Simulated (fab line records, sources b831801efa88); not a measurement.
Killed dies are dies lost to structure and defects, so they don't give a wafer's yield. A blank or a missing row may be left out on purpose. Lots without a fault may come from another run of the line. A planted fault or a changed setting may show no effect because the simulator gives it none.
Which tool did it? | flow sky130 | 12 lots, 36 wafers sampled, at 3 steps of a route of 708

WHAT THE GAUGES READ, wafer by wafer
SKY_VIA1_CD_MEAS_12: target cd 150 nm.
lot  | measured     | on        | cd_nm (nm)
L075 | day 34 10:19 | cd_sem-01 | 152.3 151.6 150.3
L077 | day 35 03:26 | cd_sem-02 | 152.0 152.4 151.9
L079 | day 35 19:25 | cd_sem-01 | 149.9 147.8 149.7
L081 | day 36 05:46 | cd_sem-02 | 150.4 149.3 150.0
L083 | day 36 22:26 | cd_sem-02 | 147.9 148.5 148.9
L085 | day 37 09:38 | cd_sem-01 | 149.7 150.3 148.8
L089 | day 39 08:38 | cd_sem-01 | 148.0 149.1 147.3
L088 | day 39 10:54 | cd_sem-01 | 151.4 151.4 151.7
L091 | day 39 11:35 | cd_sem-01 | 149.7 149.1 148.4
L093 | day 39 18:39 | cd_sem-02 | 148.8 148.0 149.0
L095 | day 40 14:16 | cd_sem-02 | 153.2 151.2 152.6
L097 | day 41 05:19 | cd_sem-02 | 151.1 150.3 150.0

WHICH TOOL RAN EACH LOT (tool, then ch and the chambers of the sampled wafers, then the start)
lot  | SKY_POLY_CUT_ETCH_10               | SKY_LI_CONTACT_SPUTTER_20
L075 | rie_diel-03 ch 0,3, day 24 17:05   | pvd_sputter-02, day 29 14:34
L077 | rie_diel-01 ch 0,2,3, day 25 16:02 | pvd_sputter-01, day 30 11:55
L079 | rie_diel-03 ch 0,2,3, day 26 07:18 | pvd_sputter-04, day 31 02:29
L081 | rie_diel-01 ch 2,3, day 26 19:49   | pvd_sputter-01, day 31 13:34
L083 | rie_diel-01 ch 0,3, day 27 14:31   | pvd_sputter-01, day 32 07:14
L085 | rie_diel-03 ch 0,2,3, day 28 03:52 | pvd_sputter-02, day 32 19:49
L089 | rie_diel-01 ch 0,1, day 30 05:37   | pvd_sputter-04, day 34 20:15
L088 | rie_diel-03 ch 0,1,2, day 30 06:04 | pvd_sputter-04, day 34 20:56
L091 | rie_diel-02 ch 0,1,2, day 30 06:25 | pvd_sputter-02, day 34 22:19
L093 | rie_diel-01 ch 0,3, day 30 15:36   | pvd_sputter-02, day 35 06:22
L095 | rie_diel-03 ch 0,1,2, day 31 07:34 | pvd_sputter-02, day 35 23:16
L097 | rie_diel-03 ch 0,1,3, day 32 04:54 | pvd_sputter-04, day 36 18:58
- SKY_POLY_CUT_ETCH_10: etches BARC in N2/H2, stops on SiO2, time 45.9 s, target depth 60 nm.
- SKY_LI_CONTACT_SPUTTER_20: material TiN, target thk 20 nm, time 80 s.

THE ANSWER, worked out from the rows above alone
Rule: what is usual is taken from the lots themselves. Put in order of their means at a reading, lots are off if they are a third of the lots or fewer, leave a main group of 4 or more, and stand apart from it by a gap of 3 or more times the standard deviation of the main group's means; of several such gaps the widest counts. A main group whose means are all the same, to the digits that the tables above print for the reading, isn't used. A lot without any number at a reading at which 4 lots or more have one is off too. The other lots that the step has rows for count as sound.
No lot is off at any reading shown: from this, nothing can be told.

WHAT THE SIMULATOR HAD PUT IN
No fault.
